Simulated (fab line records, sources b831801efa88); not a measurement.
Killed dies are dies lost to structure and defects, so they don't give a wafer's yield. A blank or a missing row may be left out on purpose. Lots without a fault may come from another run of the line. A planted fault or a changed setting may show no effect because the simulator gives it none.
Which tool did it? | flow gf180mcu | 13 lots, 39 wafers sampled, at 4 steps of a route of 602

WHAT THE GAUGES READ, wafer by wafer
GF_V5_OVL_MEAS_15.
lot  | measured     | on         | V5_OVL (nm)
L671 | day 28 00:58 | overlay-02 | 0 -3 -2
L672 | day 28 17:28 | overlay-01 | 2 2 5
L673 | day 28 21:03 | overlay-02 | 9 9 6
L674 | day 29 12:19 | overlay-01 | 10 13 9
L676 | day 29 13:01 | overlay-02 | 7 2 3
L677 | day 29 23:13 | overlay-02 | 2 3 3
L680 | day 30 23:09 | overlay-02 | 5 7 8
L684 | day 31 22:42 | overlay-02 | 4 4 2
L686 | day 32 11:07 | overlay-02 | 1 7 3
L688 | day 32 19:24 | overlay-02 | 9 3 3
L691 | day 33 17:35 | overlay-01 | 3 9 9
L692 | day 33 20:39 | overlay-02 | 10 5 8
L693 | day 33 22:58 | overlay-01 | 8 3 9

GF_PASSIVATION_BOW_MEAS_14.
lot  | measured     | on            | PASSIVATION_BOW (um)
L671 | day 29 21:06 | film_metro-03 | 146 139 133
L672 | day 30 12:58 | film_metro-02 | 116 119 144
L673 | day 30 17:19 | film_metro-02 | 149 144 152
L674 | day 31 06:07 | film_metro-01 | 126 130 136
L676 | day 31 07:15 | film_metro-03 | 132 132 133
L677 | day 31 17:22 | film_metro-02 | 136 128 131
L680 | day 32 14:48 | film_metro-02 | 149 141 154
L684 | day 33 12:24 | film_metro-02 | 143 143 156
L686 | day 33 23:58 | film_metro-03 | 131 136 142
L688 | day 34 07:51 | film_metro-01 | 118 119 110
L691 | day 35 04:56 | film_metro-03 | 147 134 132
L692 | day 35 08:02 | film_metro-01 | 160 145 141
L693 | day 35 09:43 | film_metro-03 | 137 144 149

WHICH TOOL RAN EACH LOT (tool, then ch and the chambers of the sampled wafers, then the start)
lot  | GF_M1_SPUTTER_03             | GF_TOP_METAL_SPUTTER_01
L671 | pvd_sputter-03, day 16 22:40 | pvd_sputter-01, day 28 02:35
L672 | pvd_sputter-04, day 17 19:31 | pvd_sputter-02, day 28 18:59
L673 | pvd_sputter-02, day 17 23:57 | pvd_sputter-03, day 28 22:36
L674 | pvd_sputter-03, day 18 16:58 | pvd_sputter-03, day 29 13:50
L676 | pvd_sputter-04, day 18 21:05 | pvd_sputter-02, day 29 14:32
L677 | pvd_sputter-02, day 19 08:08 | pvd_sputter-02, day 30 00:43
L680 | pvd_sputter-02, day 20 12:46 | pvd_sputter-03, day 31 01:01
L684 | pvd_sputter-03, day 21 20:47 | pvd_sputter-03, day 32 00:13
L686 | pvd_sputter-03, day 22 12:28 | pvd_sputter-01, day 32 12:49
L688 | pvd_sputter-04, day 23 02:54 | pvd_sputter-01, day 32 20:57
L691 | pvd_sputter-03, day 24 05:21 | pvd_sputter-01, day 33 19:10
L692 | pvd_sputter-04, day 24 10:02 | pvd_sputter-02, day 33 22:14
L693 | pvd_sputter-02, day 24 14:30 | pvd_sputter-01, day 34 00:32
- GF_M1_SPUTTER_03: material Ti, target thk 10 nm, time 6.7 s.
- GF_TOP_METAL_SPUTTER_01: material TiN, target thk 30 nm, time 25 s.

WHAT THE TOOLS THEMSELVES READ (means of the sampled wafers that have a number; where no wafer has one, the mark that the record gives instead)
GF_M1_SPUTTER_03.
lot  | tool           | cathode_dc_power_W (W) | throttle_valve_pct (%)
L671 | pvd_sputter-03 | 2999.7                 | 31.0
L672 | pvd_sputter-04 | 3000.0                 | 29.3
L673 | pvd_sputter-02 | 2999.8                 | 29.6
L674 | pvd_sputter-03 | 2999.6                 | 31.3
L676 | pvd_sputter-04 | 3000.4                 | 29.1
L677 | pvd_sputter-02 | 3000.0                 | 29.6
L680 | pvd_sputter-02 | 2999.6                 | 30.4
L684 | pvd_sputter-03 | 2999.9                 | 31.5
L686 | pvd_sputter-03 | 3000.1                 | 31.8
L688 | pvd_sputter-04 | 3000.0                 | 30.6
L691 | pvd_sputter-03 | 2999.2                 | 31.2
L692 | pvd_sputter-04 | 2999.6                 | 30.8
L693 | pvd_sputter-02 | 3000.7                 | 30.0

GF_TOP_METAL_SPUTTER_01.
lot  | tool           | cathode_dc_power_W (W) | throttle_valve_pct (%)
L671 | pvd_sputter-01 | 6501.3                 | 30.4
L672 | pvd_sputter-02 | 6499.1                 | 29.2
L673 | pvd_sputter-03 | 6498.6                 | 32.0
L674 | pvd_sputter-03 | 6499.8                 | 31.6
L676 | pvd_sputter-02 | 6500.4                 | 29.4
L677 | pvd_sputter-02 | 6499.8                 | 30.2
L680 | pvd_sputter-03 | 6500.1                 | 31.7
L684 | pvd_sputter-03 | 6500.4                 | 31.0
L686 | pvd_sputter-01 | 6500.7                 | 30.3
L688 | pvd_sputter-01 | 6500.4                 | 30.4
L691 | pvd_sputter-01 | 6500.0                 | 30.6
L692 | pvd_sputter-02 | 6499.3                 | 30.6
L693 | pvd_sputter-01 | 6499.9                 | 30.3

THE ANSWER, worked out from the rows above alone
Rule: what is usual is taken from the lots themselves. Put in order of their means at a reading, lots are off if they are a third of the lots or fewer, leave a main group of 4 or more, and stand apart from it by a gap of 3 or more times the standard deviation of the main group's means; of several such gaps the widest counts. A main group whose means are all the same, to the digits that the tables above print for the reading, isn't used. A lot without any number at a reading at which 4 lots or more have one is off too. The other lots that the step has rows for count as sound. The gauges are gone through in route order, then the tools' own readings, and for those a lot's mean is taken as printed above. The first step at which some lot is off is used, and at that step the reading that is off furthest; a lot without a number counts as furthest.
No lot is off at any reading shown: from this, nothing can be told.

WHAT THE SIMULATOR HAD PUT IN
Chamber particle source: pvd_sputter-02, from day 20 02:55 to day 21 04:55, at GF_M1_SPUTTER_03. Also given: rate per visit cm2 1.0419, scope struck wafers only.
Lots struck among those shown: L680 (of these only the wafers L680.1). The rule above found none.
